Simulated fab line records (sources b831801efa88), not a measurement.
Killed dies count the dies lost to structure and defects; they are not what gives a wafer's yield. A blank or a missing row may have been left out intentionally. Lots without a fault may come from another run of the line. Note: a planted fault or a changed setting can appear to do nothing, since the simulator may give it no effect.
Which of the tools did it? ; flow gf180mcu ; 39 wafers from 13 lots sampled at 5 of the route's 602 steps

WHAT EACH GAUGE READ, for each wafer
GF_DUAL_GATE_THK_MEAS_03.
lot;measured;on;DUAL_GATE_OXIDATION_00_THK (nm)
L309;day 7 16:40;film-metro-04;11.08 10.98 11.09
L310;day 7 19:29;film-metro-01;10.93 10.88 10.89
L311;day 8 08:24;film-metro-04;10.83 10.92 10.90
L312;day 8 22:31;film-metro-01;11.22 11.26 11.41
L314;day 9 08:43;film-metro-02;10.08 10.16 10.37
L315;day 9 12:25;film-metro-01;10.09 9.89 10.22
L316;day 10 03:31;film-metro-02;10.03 10.20 10.04
L326;day 12 13:07;film-metro-04;10.96 10.90 11.13
L328;day 13 02:05;film-metro-04;11.05 10.99 11.11
L329;day 13 07:20;film-metro-01;10.74 10.91 10.81
L330;day 13 11:52;film-metro-04;10.89 10.96 11.18
L331;day 13 20:36;film-metro-04;11.17 11.03 11.24
L332;day 14 02:42;film-metro-04;10.70 10.58 10.76

GF_V2_RS_MEAS_24: uses a four-point probe to measure.
lot;measured;on;V2_W_RS (ohm/sq)
L309;day 20 04:31;film-metro-04;0.332 0.323 0.325
L310;day 20 07:38;film-metro-03;0.330 0.327 0.332
L311;day 21 04:05;film-metro-03;0.323 0.325 0.336
L312;day 21 20:38;film-metro-02;0.324 0.326 0.324
L314;day 22 08:35;film-metro-04;0.321 0.324 0.327
L315;day 22 18:16;film-metro-04;0.329 0.325 0.327
L316;day 23 14:08;film-metro-03;0.322 0.322 0.321
L326;day 26 14:59;film-metro-04;0.322 0.336 0.325
L328;day 26 22:09;film-metro-04;0.328 0.327 0.318
L329;day 27 02:13;film-metro-03;0.327 0.339 0.328
L330;day 27 13:37;film-metro-04;0.330 0.320 0.325
L331;day 27 19:23;film-metro-04;0.324 0.321 0.324
L332;day 28 06:03;film-metro-02;0.323 0.337 0.323

GF_M3_THK_MEAS_06: measures by xrf.
lot;measured;on;M3_ALCU_THK (nm)
L309;day 20 05:19;film-metro-01;443 440 443
L310;day 20 08:27;film-metro-01;445 448 441
L311;day 21 04:54;film-metro-02;440 438 437
L312;day 21 21:26;film-metro-03;447 448 456
L314;day 22 09:25;film-metro-02;443 429 446
L315;day 22 19:03;film-metro-02;444 436 444
L316;day 23 18:08;film-metro-03;451 442 445
L326;day 26 15:47;film-metro-02;448 438 446
L328;day 26 23:05;film-metro-02;440 432 440
L329;day 27 03:01;film-metro-03;452 441 444
L330;day 27 14:33;film-metro-02;445 435 433
L331;day 27 20:12;film-metro-03;448 444 446
L332;day 28 06:52;film-metro-01;440 439 441

EACH LOT AND THE TOOL THAT RAN IT (in order: tool; ch and the chambers of the sampled wafers; start)
lot;GF_DUAL_GATE_OXIDATION_02;GF_M3_SPUTTER_00
L309;furnace-02 ch 0, day 7 15:12;pvd-sputter-01, day 20 04:58
L310;furnace-02 ch 0, day 7 18:02;pvd-sputter-01, day 20 08:06
L311;furnace-02 ch 0, day 8 06:57;pvd-sputter-01, day 21 04:34
L312;furnace-01 ch 0, day 8 21:03;pvd-sputter-01, day 21 21:05
L314;furnace-02 ch 0, day 9 07:16;pvd-sputter-02, day 22 09:04
L315;furnace-02 ch 0, day 9 10:57;pvd-sputter-04, day 22 18:41
L316;furnace-02 ch 0, day 10 02:03;pvd-sputter-01, day 23 17:47
L326;furnace-02 ch 0, day 12 11:40;pvd-sputter-02, day 26 15:26
L328;furnace-01 ch 0, day 13 00:38;pvd-sputter-01, day 26 22:44
L329;furnace-02 ch 0, day 13 05:52;pvd-sputter-02, day 27 02:40
L330;furnace-02 ch 0, day 13 10:25;pvd-sputter-02, day 27 14:12
L331;furnace-01 ch 0, day 13 19:10;pvd-sputter-04, day 27 19:52
L332;furnace-02 ch 0, day 14 01:14;pvd-sputter-01, day 28 06:31
- GF_DUAL_GATE_OXIDATION_02: stabilise 600 s, purge 300 s, target thk 10.887 nm.
- GF_M3_SPUTTER_00: material Ti, target thk 37.5 nm, time 150 s.

WHAT THE TOOLS THEMSELVES READ (means of the sampled wafers that have a number; where no wafer has one, the mark that the record gives instead)
GF_DUAL_GATE_OXIDATION_02.
lot;tool;spike-tc-bottom-C (C);spike-tc-centre-C (C);spike-tc-lower-C (C);spike-tc-upper-C (C);tube-center-temp-C (C);tube_center_temp_C_max
L309;furnace-02;916.1;901.4;897.9;900.1;900.07;902.1
L310;furnace-02;917.1;901.0;899.1;899.3;900.04;902.2
L311;furnace-02;916.8;902.4;899.2;899.6;899.93;902.4
L312;furnace-01;922.3;900.6;901.0;899.8;899.92;902.0
L314;furnace-02;908.6;892.4;890.3;892.0;891.98;894.2
L315;furnace-02;908.7;893.2;890.2;892.8;891.94;894.4
L316;furnace-02;909.0;894.0;891.2;892.4;891.97;894.3
L326;furnace-02;915.5;902.1;898.9;901.0;899.99;902.0
L328;furnace-01;921.2;899.7;901.8;899.1;899.97;902.2
L329;furnace-02;916.8;900.8;899.4;900.8;900.02;902.3
L330;furnace-02;916.1;902.3;899.4;900.1;900.01;902.5
L331;furnace-01;922.7;899.8;900.9;899.9;900.04;902.3
L332;furnace-02;915.5;900.6;899.1;899.7;899.98;902.3

GF_M3_SPUTTER_00.
lot;tool;chamber-pressure-pa (Pa);throttle-valve-pct (%)
L309;pvd-sputter-01;2.000;29.4
L310;pvd-sputter-01;1.998;29.9
L311;pvd-sputter-01;1.998;29.9
L312;pvd-sputter-01;2.000;30.0
L314;pvd-sputter-02;2.002;30.1
L315;pvd-sputter-04;2.004;29.2
L316;pvd-sputter-01;2.001;29.6
L326;pvd-sputter-02;2.002;30.0
L328;pvd-sputter-01;2.001;29.6
L329;pvd-sputter-02;1.996;29.0
L330;pvd-sputter-02;1.997;30.0
L331;pvd-sputter-04;1.998;29.7
L332;pvd-sputter-01;1.999;29.8

THE ANSWER, worked out from the rows above alone
Rule: the lots themselves supply what counts as usual. Put in order of their means at a reading, lots are off if they are a third of the lots or fewer, leave a main group of 4 or more, and stand apart from it by a gap of 3 or more times the standard deviation of the main group's means; of several such gaps the widest counts. A main group whose means are all the same, to the digits that the tables above print for the reading, isn't used. Also off: a lot with no number at a reading for which 4 or more lots have one. All remaining lots with rows at the step are treated as sound. First the gauges in route order, then the tools' own readings, where a lot's mean is used as printed above. The first step at which some lot is off is used, and at that step the reading that is off furthest; a lot without a number counts as furthest.
Off: L314, L315, L316 (GF_DUAL_GATE_OXIDATION_02, tube-center-temp-C). Mean 900.00 C and standard deviation 0.046 in the main group.
If a tool, at that step or one of the process steps before it, ran each lot that is off and ran no sound lot following the first of them, it fits. None of those tried fits.

WHAT THE SIMULATOR HAD PUT IN
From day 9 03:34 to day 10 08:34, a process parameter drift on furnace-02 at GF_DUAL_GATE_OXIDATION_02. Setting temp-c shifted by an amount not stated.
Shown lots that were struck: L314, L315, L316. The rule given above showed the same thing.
